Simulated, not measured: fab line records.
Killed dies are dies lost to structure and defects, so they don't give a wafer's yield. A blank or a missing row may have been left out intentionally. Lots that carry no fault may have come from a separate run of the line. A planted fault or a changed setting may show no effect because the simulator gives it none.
fab line records | flow sky130
record lots=24 | wafers=72 | last-day=50
route steps=708 shown PWDE@55 VT_ADJUST_HVTR@142 VT_ADJUST_PCH@152 VIA1@480 CAP2M@607 METAL5@666
lots that met no fault: from a run of the same line without faults
start-h: hours from the record's opening day to when the first of the lot's shown wafers began | wait-h: hours elapsed since this lot's preceding step | " repeats the value in the row above | L1.1+2: a single row standing in for several wafers | - either no value or no given start | * or withheld: withheld | < > ~ a bound
route shown NAME@n: a module of which the file shows steps, and the number in the route of the first | usual: average and standard deviation across the fault-free wafers | same: alike in all rows | chamber/n: place in a boat | sites: readings site by site | _std_site: their standard deviation | _edge_site: the outer-site mean with the inner-site mean subtracted | radius-mm: how far each site lies from the wafer's centre | mask NAME#n: copy n | behind: the most recent tool/chamber to have shaped the wafer | hold: cause of the lot's hold/its duration in hours/its outcome | device: the n, p or np transistor that did not switch | end of line: the route-end tests of the same wafers | for a step that has no rows: nothing shown but its recipe | killed: dies that structure and defects cost at the first sort, which is not the same as the wafer's yield | map: a wafer's dies, marking killed ones x, the rest . and places with no die _
set.NAME: setting as actually run; set.NAME@STEP: the setting as run at that earlier step | model.NAME: the simulator's own value behind a step, which no gauge read
route steps across a sampled set of lots; one table per step, one row per wafer
services: the hour from which a tool's chamber was out of use, counted from the record's first day as start-h (under 0 if before that day), plus the number of hours and why
## steps
# step SKY_PWDE_TW_MEAS_10
# usual PWDE_TW=376/3.2
lot.wafer | tool          | chamber | start-h | wait-h | PWDE_TW
L074.1    | film-metro-03 | -       | 71.06   | 0.1    | 373
L074.3    | "             | -       | "       | "      | 372
L074.5    | "             | -       | "       | "      | 373
L075.2    | film-metro-01 | -       | 76.40   | 0.1    | 380
L075.3    | "             | -       | "       | "      | 379
L075.6    | "             | -       | "       | "      | 381
L076.1    | film-metro-03 | -       | 80.26   | 0.1    | 373
L076.2    | "             | -       | "       | "      | 376
L076.6    | "             | -       | "       | "      | 373
L077.1    | film-metro-03 | -       | 85.11   | 0.1    | 373
L077.2    | "             | -       | "       | "      | 371
L077.5    | "             | -       | "       | "      | 372
L078.1    | film-metro-03 | -       | 93.46   | 0.1    | 373
L078.2    | "             | -       | "       | "      | 373
L078.3    | "             | -       | "       | "      | 372
L079.1    | film-metro-01 | -       | 107.74  | 0.1    | 379
L079.2    | "             | -       | "       | "      | 381
L079.6    | "             | -       | "       | "      | 380
L081.3    | film-metro-01 | -       | 111.63  | 0.1    | 379
L081.4    | "             | -       | "       | "      | 376
L081.6    | "             | -       | "       | "      | 376
L080.3    | film-metro-01 | -       | 111.91  | 0.1    | 380
L080.4    | "             | -       | "       | "      | 379
L080.5    | "             | -       | "       | "      | 382
L082.1    | film-metro-01 | -       | 113.26  | 0.1    | 378
L082.2    | "             | -       | "       | "      | 380
L082.3    | "             | -       | "       | "      | 382
L083.1    | film-metro-03 | -       | 119.41  | 0.1    | 372
L083.3    | "             | -       | "       | "      | 370
L083.6    | "             | -       | "       | "      | 371
L084.2    | film-metro-01 | -       | 127.07  | 0.1    | 379
L084.5    | "             | -       | "       | "      | 377
L084.6    | "             | -       | "       | "      | 378
L085.1    | film-metro-04 | -       | 137.94  | 0.1    | 376
L085.5    | "             | -       | "       | "      | 376
L085.6    | "             | -       | "       | "      | 378
L087.1    | film-metro-04 | -       | 146.88  | 0.1    | 377
L087.3    | "             | -       | "       | "      | 376
L087.4    | "             | -       | "       | "      | 377
L086.2    | film-metro-03 | -       | 147.22  | 0.1    | 374
L086.4    | "             | -       | "       | "      | 376
L086.5    | "             | -       | "       | "      | 374
L088.2    | film-metro-03 | -       | 153.17  | 0.1    | 374
L088.3    | "             | -       | "       | "      | 376
L088.6    | "             | -       | "       | "      | 375
L089.1    | film-metro-01 | -       | 159.19  | 0.1    | 381
L089.2    | "             | -       | "       | "      | 381
L089.5    | "             | -       | "       | "      | 380
L090.2    | film-metro-04 | -       | 162.06  | 0.1    | 376
L090.3    | "             | -       | "       | "      | 377
L090.4    | "             | -       | "       | "      | 379
L091.1    | film-metro-04 | -       | 166.79  | 0.1    | 377
L091.2    | "             | -       | "       | "      | 377
L091.5    | "             | -       | "       | "      | 376
L093.3    | film-metro-04 | -       | 175.71  | 0.1    | 380
L093.5    | "             | -       | "       | "      | 379
L093.6    | "             | -       | "       | "      | 379
L092.1    | film-metro-04 | -       | 176.91  | 0.1    | 380
L092.4    | "             | -       | "       | "      | 381
L092.5    | "             | -       | "       | "      | 379
L094.1    | film-metro-03 | -       | 182.15  | 0.1    | 372
L094.3    | "             | -       | "       | "      | 372
L094.4    | "             | -       | "       | "      | 372
L095.2    | film-metro-01 | -       | 188.65  | 0.1    | 380
L095.3    | "             | -       | "       | "      | 378
L095.4    | "             | -       | "       | "      | 377
L096.3    | film-metro-03 | -       | 192.63  | 0.1    | 371
L096.4    | "             | -       | "       | "      | 371
L096.5    | "             | -       | "       | "      | 371
L097.1    | film-metro-01 | -       | 197.30  | 0.1    | 379
L097.2    | "             | -       | "       | "      | 381
L097.5    | "             | -       | "       | "      | 379
# step SKY_VT_ADJUST_HVTR_TW_MEAS_11
# usual VT_ADJUST_HVTR_TW=212.1/1.5
lot.wafer | tool          | chamber | start-h | wait-h | VT_ADJUST_HVTR_TW
L074.1    | film-metro-03 | -       | 204.53  | 0.1    | 209.9
L074.3    | "             | -       | "       | "      | 209.0
L074.5    | "             | -       | "       | "      | 209.9
L075.2    | film-metro-04 | -       | 213.24  | 0.1    | 212.8
L075.3    | "             | -       | "       | "      | 213.4
L075.6    | "             | -       | "       | "      | 213.7
L076.1    | film-metro-03 | -       | 217.88  | 0.1    | 210.8
L076.2    | "             | -       | "       | "      | 212.6
L076.6    | "             | -       | "       | "      | 211.0
L077.1    | film-metro-04 | -       | 223.07  | 0.1    | 210.4
L077.2    | "             | -       | "       | "      | 210.0
L077.5    | "             | -       | "       | "      | 210.9
L078.1    | film-metro-03 | -       | 233.93  | 0.1    | 210.7
L078.2    | "             | -       | "       | "      | 210.4
L078.3    | "             | -       | "       | "      | 209.4
L079.1    | film-metro-04 | -       | 253.38  | 0.1    | 213.7
L079.2    | "             | -       | "       | "      | 213.6
L079.6    | "             | -       | "       | "      | 213.1
L081.3    | film-metro-04 | -       | 258.45  | 0.1    | 213.9
L081.4    | "             | -       | "       | "      | 214.0
L081.6    | "             | -       | "       | "      | 213.1
L080.3    | film-metro-01 | -       | 259.24  | 0.1    | 214.3
L080.4    | "             | -       | "       | "      | 213.9
L080.5    | "             | -       | "       | "      | 214.0
L082.1    | film-metro-04 | -       | 262.58  | 0.1    | 212.5
L082.2    | "             | -       | "       | "      | 212.4
L082.3    | "             | -       | "       | "      | 212.6
L083.1    | film-metro-03 | -       | 270.38  | 0.1    | 210.7
L083.3    | "             | -       | "       | "      | 210.9
L083.6    | "             | -       | "       | "      | 210.8
L084.2    | film-metro-04 | -       | 278.53  | 0.1    | 212.2
L084.5    | "             | -       | "       | "      | 213.0
L084.6    | "             | -       | "       | "      | 213.0
L085.1    | film-metro-03 | -       | 294.88  | 0.1    | 210.6
L085.5    | "             | -       | "       | "      | 210.8
L085.6    | "             | -       | "       | "      | 209.2
L087.1    | film-metro-03 | -       | 305.02  | 0.1    | 209.5
L087.3    | "             | -       | "       | "      | 210.4
L087.4    | "             | -       | "       | "      | 209.3
L086.2    | film-metro-01 | -       | 307.04  | 0.1    | 214.6
L086.4    | "             | -       | "       | "      | 215.5
L086.5    | "             | -       | "       | "      | 213.5
L088.2    | film-metro-04 | -       | 314.88  | 0.1    | 213.4
L088.3    | "             | -       | "       | "      | 212.4
L088.6    | "             | -       | "       | "      | 213.0
L089.1    | film-metro-04 | -       | 323.17  | 0.1    | 213.7
L089.2    | "             | -       | "       | "      | 212.8
L089.5    | "             | -       | "       | "      | 212.6
L090.2    | film-metro-03 | -       | 327.24  | 0.1    | 210.6
L090.3    | "             | -       | "       | "      | 210.1
L090.4    | "             | -       | "       | "      | 209.7
L091.1    | film-metro-04 | -       | 332.72  | 0.1    | 213.2
L091.2    | "             | -       | "       | "      | 211.7
L091.5    | "             | -       | "       | "      | 212.8
L093.3    | film-metro-04 | -       | 342.50  | 0.1    | 213.8
L093.5    | "             | -       | "       | "      | 212.9
L093.6    | "             | -       | "       | "      | 213.2
L092.1    | film-metro-03 | -       | 344.98  | 0.1    | 211.3
L092.4    | "             | -       | "       | "      | 211.8
L092.5    | "             | -       | "       | "      | 210.9
L094.1    | film-metro-04 | -       | 351.88  | 0.1    | 213.2
L094.3    | "             | -       | "       | "      | 212.4
L094.4    | "             | -       | "       | "      | 212.8
L095.2    | film-metro-04 | -       | 362.19  | 0.1    | 212.8
L095.3    | "             | -       | "       | "      | 212.3
L095.4    | "             | -       | "       | "      | 211.9
L096.3    | film-metro-01 | -       | 364.04  | 0.1    | 213.6
L096.4    | "             | -       | "       | "      | 213.4
L096.5    | "             | -       | "       | "      | 213.5
L097.1    | film-metro-04 | -       | 371.88  | 0.1    | 212.7
L097.2    | "             | -       | "       | "      | 213.2
L097.5    | "             | -       | "       | "      | 212.5
# step SKY_VT_ADJUST_PCH_STRIP_09
# recipe chemistry=O2/N2 | power-w=1400 | pressure-mtorr=1500 | platen-temp-c=withheld | o2-flow-sccm=3000 | n2-flow-sccm=300 | overash-fraction=0.5
# usual chamber-pressure-mTorr=1500.0/1.4 | drypump-motor-current-A=5.6/0.45 | oes-product-au=0.722/0.0044 | strip-time-to-endpoint-s=36.94/0.094
lot.wafer | tool            | chamber | start-h | wait-h | chamber-pressure-mTorr | drypump-motor-current-A | oes-product-au | rf-hours-counter-h | strip-time-to-endpoint-s
L074.1    | plasma-asher-03 | 1       | 226.76  | 0.1    | 1499.6                 | 6.3                     | 0.721          | 42                 | 36.95
L074.3    | "               | 0       | "       | "      | 1499.0                 | 6.1                     | 0.720          | -                  | 36.97
L074.5    | "               | 1       | "       | "      | 1501.6                 | 6.3                     | 0.722          | -                  | 36.96
L075.2    | plasma-asher-01 | 0       | 234.66  | 0.1    | 1498.4                 | 4.9                     | 0.721          | 9                  | 37.20
L075.3    | "               | 1       | "       | "      | 1498.4                 | 5.4                     | 0.721          | -                  | 37.28
L075.6    | "               | 0       | "       | "      | 1500.0                 | 4.9                     | 0.724          | -                  | 37.13
L076.1    | plasma-asher-02 | 0       | 240.06  | 0.1    | 1498.5                 | 5.8                     | 0.722          | 58                 | 36.84
L076.2    | "               | 1       | "       | "      | 1499.9                 | 5.8                     | 0.721          | 58                 | 36.88
L076.6    | "               | 1       | "       | "      | 1500.0                 | 5.8                     | 0.722          | -                  | 36.81
L077.1    | plasma-asher-02 | 0       | 245.89  | 0.1    | 1498.7                 | 5.8                     | 0.728          | 58                 | 36.83
L077.2    | "               | 1       | "       | "      | 1501.5                 | 5.8                     | 0.716          | 58                 | 36.93
L077.5    | "               | 1       | "       | "      | 1500.4                 | 5.8                     | 0.717          | -                  | 36.82
L078.1    | plasma-asher-02 | 0       | 257.25  | 0.1    | 1500.8                 | 5.8                     | 0.723          | 59                 | 36.92
L078.2    | "               | 1       | "       | "      | 1500.7                 | 5.8                     | 0.725          | 59                 | 36.91
L078.3    | "               | 1       | "       | "      | 1500.2                 | 5.8                     | 0.725          | -                  | 36.86
L079.1    | plasma-asher-02 | 0       | 277.79  | 0.1    | 1500.2                 | 5.8                     | 0.722          | 62                 | 36.91
L079.2    | "               | 1       | "       | "      | 1498.5                 | 5.8                     | 0.732          | 62                 | 36.89
L079.6    | "               | 0       | "       | "      | 1501.2                 | 5.9                     | 0.720          | -                  | 36.89
L081.3    | plasma-asher-02 | 0       | 282.54  | 0.1    | 1499.1                 | 5.8                     | 0.728          | -                  | 36.89
L081.4    | "               | 1       | "       | "      | 1499.3                 | 5.8                     | 0.729          | -                  | 36.94
L081.6    | "               | 0       | "       | "      | 1499.2                 | 5.8                     | 0.720          | -                  | 36.82
L080.3    | plasma-asher-01 | 0       | 284.29  | 0.1    | 1500.3                 | 5.0                     | 0.719          | -                  | 37.09
L080.4    | "               | 1       | "       | "      | 1501.0                 | 5.4                     | 0.723          | -                  | 37.05
L080.5    | "               | 0       | "       | "      | 1499.4                 | 5.0                     | 0.729          | -                  | 37.00
L082.1    | plasma-asher-01 | 0       | 287.30  | 0.1    | 1496.4                 | 5.0                     | 0.724          | 14                 | 36.85
L082.2    | "               | 1       | "       | "      | 1501.9                 | 5.4                     | 0.717          | 14                 | 36.82
L082.3    | "               | 1       | "       | "      | 1500.8                 | 5.4                     | 0.719          | -                  | 37.00
L083.1    | plasma-asher-03 | 0       | 295.66  | 0.1    | 1498.6                 | 6.2                     | 0.724          | 49                 | 36.93
L083.3    | "               | 1       | "       | "      | 1499.9                 | 6.3                     | 0.718          | -                  | 37.02
L083.6    | "               | 1       | "       | "      | 1500.8                 | 6.3                     | 0.719          | -                  | 36.99
L084.2    | plasma-asher-03 | 1       | 303.80  | 0.1    | 1500.3                 | 6.3                     | 0.721          | 50                 | 36.94
L084.5    | "               | 1       | "       | "      | 1500.4                 | 6.3                     | 0.728          | -                  | 36.90
L084.6    | "               | 0       | "       | "      | 1499.6                 | 6.2                     | 0.716          | -                  | 36.93
L085.1    | plasma-asher-01 | 1       | 320.86  | 0.1    | 1499.7                 | 5.4                     | 0.719          | 18                 | 36.85
L085.5    | "               | 0       | "       | "      | 1499.1                 | 4.9                     | 0.724          | -                  | 36.83
L085.6    | "               | 1       | "       | "      | 1498.7                 | 5.4                     | 0.728          | -                  | 36.90
L087.1    | plasma-asher-03 | 1       | 329.90  | 0.1    | 1500.0                 | 6.3                     | 0.728          | 53                 | 36.84
L087.3    | "               | 0       | "       | "      | 1500.0                 | 6.2                     | 0.722          | -                  | 36.78
L087.4    | "               | 1       | "       | "      | 1502.3                 | 6.3                     | 0.719          | -                  | 36.91
L086.2    | plasma-asher-03 | 0       | 332.56  | 0.1    | 1501.1                 | 6.1                     | 0.733          | 53                 | 36.88
L086.4    | "               | 1       | "       | "      | 1500.8                 | 6.3                     | 0.725          | -                  | 36.86
L086.5    | "               | 1       | "       | "      | 1500.7                 | 6.3                     | 0.725          | -                  | 36.94
L088.2    | plasma-asher-02 | 0       | 340.95  | 0.1    | 1502.4                 | 5.8                     | 0.723          | 68                 | 37.10
L088.3    | "               | 1       | "       | "      | 1500.4                 | 5.8                     | 0.730          | -                  | 36.84
L088.6    | "               | 0       | "       | "      | 1498.9                 | 5.8                     | 0.725          | -                  | 36.96
L089.1    | plasma-asher-01 | 1       | 349.46  | 0.1    | 1499.3                 | 5.4                     | 0.719          | 22                 | 37.01
L089.2    | "               | 0       | "       | "      | 1497.1                 | 5.0                     | 0.725          | 22                 | 36.94
L089.5    | "               | 1       | "       | "      | 1499.9                 | 5.4                     | 0.720          | -                  | 37.11
L090.2    | plasma-asher-03 | 0       | 353.56  | 0.1    | 1500.4                 | 6.2                     | 0.726          | 55                 | 36.95
L090.3    | "               | 1       | "       | "      | 1497.3                 | 6.3                     | 0.717          | -                  | 36.97
L090.4    | "               | 0       | "       | "      | 1500.5                 | 6.2                     | 0.719          | -                  | 37.03
L091.1    | plasma-asher-02 | 0       | 359.41  | 0.1    | 1499.6                 | 5.8                     | 0.724          | 70                 | 36.98
L091.2    | "               | 1       | "       | "      | 1500.1                 | 5.8                     | 0.723          | 70                 | 36.94
L091.5    | "               | 0       | "       | "      | 1499.3                 | 5.8                     | 0.727          | -                  | 37.03
L093.3    | plasma-asher-01 | 0       | 369.58  | 0.1    | 1499.9                 | 5.0                     | 0.722          | -                  | 37.08
L093.5    | "               | 0       | "       | "      | 1502.1                 | 4.9                     | 0.723          | -                  | 37.00
L093.6    | "               | 1       | "       | "      | 1496.4                 | 5.4                     | 0.721          | -                  | 36.99
L092.1    | plasma-asher-01 | 1       | 372.79  | 0.1    | 1499.6                 | 5.4                     | 0.729          | 24                 | 37.00
L092.4    | "               | 1       | "       | "      | 1500.1                 | 5.4                     | 0.718          | -                  | 37.04
L092.5    | "               | 1       | "       | "      | 1500.6                 | 5.4                     | 0.733          | -                  | 36.96
L094.1    | plasma-asher-01 | 0       | 378.96  | 0.1    | 1499.2                 | 4.9                     | 0.718          | 25                 | 36.88
L094.3    | "               | 1       | "       | "      | 1501.9                 | 5.4                     | 0.725          | -                  | 36.82
L094.4    | "               | 0       | "       | "      | 1498.2                 | 4.9                     | 0.722          | -                  | 36.84
L095.2    | plasma-asher-02 | 1       | 391.09  | 0.1    | 1498.5                 | 5.8                     | 0.722          | 74                 | 37.08
L095.3    | "               | 0       | "       | "      | 1499.9                 | 5.8                     | 0.729          | -                  | 36.94
L095.4    | "               | 1       | "       | "      | 1498.5                 | 5.8                     | 0.731          | -                  | 37.01
L096.3    | plasma-asher-01 | 0       | 392.28  | 0.1    | 1501.5                 | 4.9                     | 0.728          | -                  | 36.97
L096.4    | "               | 1       | "       | "      | 1499.1                 | 5.4                     | 0.724          | -                  | 36.98
L096.5    | "               | 0       | "       | "      | 1500.9                 | 5.0                     | 0.719          | -                  | 37.06
L097.1    | plasma-asher-01 | 1       | 400.89  | 0.1    | 1498.5                 | 5.4                     | 0.719          | 28                 | 36.97
L097.2    | "               | 0       | "       | "      | 1501.1                 | 4.9                     | 0.724          | 28                 | 36.84
L097.5    | "               | 0       | "       | "      | 1500.4                 | 5.0                     | 0.719          | -                  | 36.98
# step SKY_VIA1_RS_MEAS_22
# recipe thk-meas-gauge=four-point-probe | reads=W_of_VIA1_CVD_21+TiN_of_VIA1_SPUTTER_20
# usual VIA1_W_RS=0.425/0.0045
lot.wafer | tool          | chamber | start-h | wait-h | VIA1_W_RS[ohm/sq]
L074.1    | film-metro-01 | -       | 793.42  | 0.2    | 0.419
L074.3    | "             | -       | "       | "      | 0.425
L074.5    | "             | -       | "       | "      | 0.424
L075.2    | film-metro-03 | -       | 798.57  | 0.1    | 0.429
L075.3    | "             | -       | "       | "      | 0.427
L075.6    | "             | -       | "       | "      | 0.429
L077.1    | film-metro-01 | -       | 814.70  | 0.1    | 0.423
L077.2    | "             | -       | "       | "      | 0.426
L077.5    | "             | -       | "       | "      | 0.426
L076.1    | film-metro-03 | -       | 815.01  | 0.1    | 0.423
L076.2    | "             | -       | "       | "      | 0.428
L076.6    | "             | -       | "       | "      | 0.432
L078.1    | film-metro-01 | -       | 832.50  | 0.1    | 0.421
L078.2    | "             | -       | "       | "      | 0.433
L078.3    | "             | -       | "       | "      | 0.426
L079.1    | film-metro-03 | -       | 851.75  | 0.1    | 0.420
L079.2    | "             | -       | "       | "      | 0.425
L079.6    | "             | -       | "       | "      | 0.432
L080.3    | film-metro-01 | -       | 852.61  | 0.1    | 0.419
L080.4    | "             | -       | "       | "      | 0.425
L080.5    | "             | -       | "       | "      | 0.425
L081.3    | film-metro-02 | -       | 852.74  | 0.1    | 0.427
L081.4    | "             | -       | "       | "      | 0.424
L081.6    | "             | -       | "       | "      | 0.429
L082.1    | film-metro-03 | -       | 859.21  | 0.1    | 0.418
L082.2    | "             | -       | "       | "      | 0.426
L082.3    | "             | -       | "       | "      | 0.426
L083.1    | film-metro-01 | -       | 875.15  | 0.1    | 0.434
L083.3    | "             | -       | "       | "      | 0.425
L083.6    | "             | -       | "       | "      | 0.434
L084.2    | film-metro-03 | -       | 877.94  | 0.1    | 0.425
L084.5    | "             | -       | "       | "      | 0.421
L084.6    | "             | -       | "       | "      | 0.424
L085.1    | film-metro-03 | -       | 884.91  | 0.1    | 0.430
L085.5    | "             | -       | "       | "      | 0.426
L085.6    | "             | -       | "       | "      | 0.429
L087.1    | film-metro-03 | -       | 904.31  | 0.1    | 0.422
L087.3    | "             | -       | "       | "      | 0.427
L087.4    | "             | -       | "       | "      | 0.424
L086.2    | film-metro-01 | -       | 906.26  | 0.1    | 0.418
L086.4    | "             | -       | "       | "      | 0.419
L086.5    | "             | -       | "       | "      | 0.411
L088.2    | film-metro-01 | -       | 910.10  | 0.1    | 0.425
L088.3    | "             | -       | "       | "      | 0.427
L088.6    | "             | -       | "       | "      | 0.427
L090.2    | film-metro-03 | -       | 928.31  | 0.1    | 0.424
L090.3    | "             | -       | "       | "      | 0.421
L090.4    | "             | -       | "       | "      | 0.422
L089.1    | film-metro-01 | -       | 928.98  | 0.1    | 0.427
L089.2    | "             | -       | "       | "      | 0.426
L089.5    | "             | -       | "       | "      | 0.428
L091.1    | film-metro-02 | -       | 931.04  | 0.1    | 0.416
L091.2    | "             | -       | "       | "      | 0.417
L091.5    | "             | -       | "       | "      | 0.421
L093.3    | film-metro-02 | -       | 935.21  | 0.1    | 0.434
L093.5    | "             | -       | "       | "      | 0.428
L093.6    | "             | -       | "       | "      | 0.425
L092.1    | film-metro-01 | -       | 935.68  | 0.1    | 0.428
L092.4    | "             | -       | "       | "      | 0.424
L092.5    | "             | -       | "       | "      | 0.426
L094.1    | film-metro-03 | -       | 940.36  | 0.1    | 0.424
L094.3    | "             | -       | "       | "      | 0.426
L094.4    | "             | -       | "       | "      | 0.426
L096.3    | film-metro-01 | -       | 955.54  | 0.1    | 0.428
L096.4    | "             | -       | "       | "      | 0.429
L096.5    | "             | -       | "       | "      | 0.422
L095.2    | film-metro-02 | -       | 956.08  | 0.1    | 0.433
L095.3    | "             | -       | "       | "      | 0.423
L095.4    | "             | -       | "       | "      | 0.429
L097.1    | film-metro-03 | -       | 961.66  | 0.1    | 0.422
L097.2    | "             | -       | "       | "      | 0.429
L097.5    | "             | -       | "       | "      | 0.425
# step SKY_CAP2M_THK_MEAS_04
# recipe thk-meas-gauge=xrf | reads=TiN_of_CAP2M_SPUTTER_02
# usual CAP2M_TIN_THK=199.0/2.5
lot.wafer | tool          | chamber | start-h | wait-h | CAP2M_TIN_THK[nm]
L074.1    | film-metro-03 | -       | 932.28  | 0.1    | 201.5
L074.3    | "             | -       | "       | "      | 199.6
L074.5    | "             | -       | "       | "      | 201.0
L075.2    | film-metro-02 | -       | 935.01  | 0.1    | 197.3
L075.3    | "             | -       | "       | "      | 200.4
L075.6    | "             | -       | "       | "      | 202.9
L077.1    | film-metro-02 | -       | 955.71  | 0.1    | 197.1
L077.2    | "             | -       | "       | "      | 196.4
L077.5    | "             | -       | "       | "      | 199.1
L076.1    | film-metro-03 | -       | 956.01  | 0.1    | 202.9
L076.2    | "             | -       | "       | "      | 203.8
L076.6    | "             | -       | "       | "      | 205.6
L078.1    | film-metro-04 | -       | 965.48  | 0.1    | 197.8
L078.2    | "             | -       | "       | "      | 197.5
L078.3    | "             | -       | "       | "      | 198.4
L079.1    | film-metro-04 | -       | 984.58  | 0.1    | 195.5
L079.2    | "             | -       | "       | "      | 195.4
L079.6    | "             | -       | "       | "      | 196.1
L080.3    | film-metro-04 | -       | 985.30  | 0.1    | 198.2
L080.4    | "             | -       | "       | "      | 198.4
L080.5    | "             | -       | "       | "      | 197.6
L081.3    | film-metro-02 | -       | 985.80  | 0.1    | 199.3
L081.4    | "             | -       | "       | "      | 201.0
L081.6    | "             | -       | "       | "      | 200.0
L082.1    | film-metro-02 | -       | 993.61  | 0.1    | 203.4
L082.2    | "             | -       | "       | "      | 203.7
L082.3    | "             | -       | "       | "      | 200.0
L083.1    | film-metro-02 | -       | 1005.01 | 0.1    | 195.6
L083.3    | "             | -       | "       | "      | 199.2
L083.6    | "             | -       | "       | "      | 192.1
L084.2    | film-metro-04 | -       | 1009.03 | 0.1    | 196.3
L084.5    | "             | -       | "       | "      | 196.3
L084.6    | "             | -       | "       | "      | 197.6
L085.1    | film-metro-04 | -       | 1017.17 | 0.1    | 200.6
L085.5    | "             | -       | "       | "      | 195.7
L085.6    | "             | -       | "       | "      | 198.1
L087.1    | film-metro-03 | -       | 1031.94 | 0.1    | 198.8
L087.3    | "             | -       | "       | "      | 201.3
L087.4    | "             | -       | "       | "      | 199.5
L086.2    | film-metro-02 | -       | 1033.88 | 0.1    | 202.1
L086.4    | "             | -       | "       | "      | 203.8
L086.5    | "             | -       | "       | "      | 202.3
L088.2    | film-metro-02 | -       | 1036.51 | 0.1    | 196.7
L088.3    | "             | -       | "       | "      | 198.9
L088.6    | "             | -       | "       | "      | 200.7
L090.2    | film-metro-02 | -       | 1053.95 | 0.1    | 196.2
L090.3    | "             | -       | "       | "      | 198.7
L090.4    | "             | -       | "       | "      | 199.2
L089.1    | film-metro-04 | -       | 1055.09 | 0.1    | 200.6
L089.2    | "             | -       | "       | "      | 198.8
L089.5    | "             | -       | "       | "      | 198.1
L091.1    | film-metro-02 | -       | 1055.64 | 0.1    | 198.1
L091.2    | "             | -       | "       | "      | 201.1
L091.5    | "             | -       | "       | "      | 195.8
L093.3    | film-metro-02 | -       | 1060.17 | 0.1    | 196.6
L093.5    | "             | -       | "       | "      | 200.7
L093.6    | "             | -       | "       | "      | 199.6
L092.1    | film-metro-03 | -       | 1060.75 | 0.1    | 197.5
L092.4    | "             | -       | "       | "      | 200.1
L092.5    | "             | -       | "       | "      | 200.8
L094.1    | film-metro-04 | -       | 1063.70 | 0.1    | 195.8
L094.3    | "             | -       | "       | "      | 197.2
L094.4    | "             | -       | "       | "      | 197.8
L096.3    | film-metro-03 | -       | 1077.92 | 0.1    | 198.5
L096.4    | "             | -       | "       | "      | 201.9
L096.5    | "             | -       | "       | "      | 202.4
L095.2    | film-metro-04 | -       | 1078.00 | 0.1    | 198.2
L095.3    | "             | -       | "       | "      | 199.6
L095.4    | "             | -       | "       | "      | 196.9
L097.1    | film-metro-04 | -       | 1082.26 | 0.1    | 199.1
L097.2    | "             | -       | "       | "      | 198.5
L097.5    | "             | -       | "       | "      | 195.1
# step SKY_METAL5_RS_MEAS_05
# recipe thk-meas-gauge=four-point-probe | reads=TiN_of_METAL5_SPUTTER_04+Ti_of_METAL5_SPUTTER_03+AlCu_of_METAL5_SPUTTER_02+TiN_of_METAL5_SPUTTER_01+Ti_of_METAL5_SPUTTER_00
# usual METAL5_ALCU_RS=0.0270/0.00035
lot.wafer | tool          | chamber | start-h | wait-h | METAL5_ALCU_RS[ohm/sq]
L074.1    | film-metro-03 | -       | 1006.45 | 0.0    | 0.0268
L074.3    | "             | -       | "       | "      | 0.0273
L074.5    | "             | -       | "       | "      | 0.0268
L075.2    | film-metro-04 | -       | 1010.44 | 0.0    | 0.0271
L075.3    | "             | -       | "       | "      | 0.0267
L075.6    | "             | -       | "       | "      | 0.0268
L077.1    | film-metro-04 | -       | 1027.83 | 0.0    | 0.0266
L077.2    | "             | -       | "       | "      | 0.0271
L077.5    | "             | -       | "       | "      | 0.0269
L076.1    | film-metro-04 | -       | 1029.37 | 0.0    | 0.0272
L076.2    | "             | -       | "       | "      | 0.0275
L076.6    | "             | -       | "       | "      | 0.0275
L078.1    | film-metro-04 | -       | 1037.87 | 0.0    | 0.0271
L078.2    | "             | -       | "       | "      | 0.0277
L078.3    | "             | -       | "       | "      | 0.0271
L080.3    | film-metro-04 | -       | 1056.46 | 0.1    | 0.0268
L080.4    | "             | -       | "       | "      | 0.0269
L080.5    | "             | -       | "       | "      | 0.0268
L079.1    | film-metro-01 | -       | 1056.48 | 0.0    | 0.0277
L079.2    | "             | -       | "       | "      | 0.0273
L079.6    | "             | -       | "       | "      | 0.0279
L081.3    | film-metro-04 | -       | 1057.45 | 0.1    | 0.0269
L081.4    | "             | -       | "       | "      | 0.0265
L081.6    | "             | -       | "       | "      | 0.0266
L082.1    | film-metro-01 | -       | 1063.58 | 0.0    | 0.0281
L082.2    | "             | -       | "       | "      | 0.0274
L082.3    | "             | -       | "       | "      | 0.0274
L083.1    | film-metro-03 | -       | 1074.12 | 0.0    | 0.0270
L083.3    | "             | -       | "       | "      | 0.0270
L083.6    | "             | -       | "       | "      | 0.0270
L084.2    | film-metro-01 | -       | 1078.91 | 0.0    | 0.0265
L084.5    | "             | -       | "       | "      | 0.0264
L084.6    | "             | -       | "       | "      | 0.0267
L085.1    | film-metro-03 | -       | 1085.40 | 0.0    | 0.0279
L085.5    | "             | -       | "       | "      | 0.0269
L085.6    | "             | -       | "       | "      | 0.0271
L087.1    | film-metro-03 | -       | 1098.67 | 0.0    | 0.0269
L087.3    | "             | -       | "       | "      | 0.0268
L087.4    | "             | -       | "       | "      | 0.0268
L086.2    | film-metro-04 | -       | 1102.10 | 0.0    | 0.0268
L086.4    | "             | -       | "       | "      | 0.0268
L086.5    | "             | -       | "       | "      | 0.0268
L088.2    | film-metro-04 | -       | 1103.60 | 0.0    | 0.0270
L088.3    | "             | -       | "       | "      | 0.0279
L088.6    | "             | -       | "       | "      | 0.0273
L090.2    | film-metro-03 | -       | 1119.99 | 0.0    | 0.0267
L090.3    | "             | -       | "       | "      | 0.0269
L090.4    | "             | -       | "       | "      | 0.0268
L089.1    | film-metro-03 | -       | 1120.58 | 0.0    | 0.0272
L089.2    | "             | -       | "       | "      | 0.0275
L089.5    | "             | -       | "       | "      | 0.0267
L091.1    | film-metro-03 | -       | 1121.87 | 0.0    | 0.0267
L091.2    | "             | -       | "       | "      | 0.0267
L091.5    | "             | -       | "       | "      | 0.0265
L093.3    | film-metro-03 | -       | 1126.40 | 0.1    | 0.0266
L093.5    | "             | -       | "       | "      | 0.0269
L093.6    | "             | -       | "       | "      | 0.0264
L092.1    | film-metro-01 | -       | 1126.90 | 0.0    | 0.0265
L092.4    | "             | -       | "       | "      | 0.0265
L092.5    | "             | -       | "       | "      | 0.0266
L094.1    | film-metro-04 | -       | 1128.92 | 0.0    | 0.0273
L094.3    | "             | -       | "       | "      | 0.0273
L094.4    | "             | -       | "       | "      | 0.0274
L096.3    | film-metro-04 | -       | 1141.10 | 0.1    | 0.0271
L096.4    | "             | -       | "       | "      | 0.0273
L096.5    | "             | -       | "       | "      | 0.0269
L095.2    | film-metro-03 | -       | 1142.38 | 0.0    | 0.0270
L095.3    | "             | -       | "       | "      | 0.0269
L095.4    | "             | -       | "       | "      | 0.0271
L097.1    | film-metro-04 | -       | 1145.49 | 0.0    | 0.0271
L097.2    | "             | -       | "       | "      | 0.0270
L097.5    | "             | -       | "       | "      | 0.0272
## services
tool            | chamber | start-h | hours | kind
plasma-asher-01 | -       | 229.66  | 2.8   | pm
plasma-asher-03 | -       | 239.59  | 0.5   | repair
plasma-asher-02 | -       | 396.24  | 5.7   | repair
## key
fault none
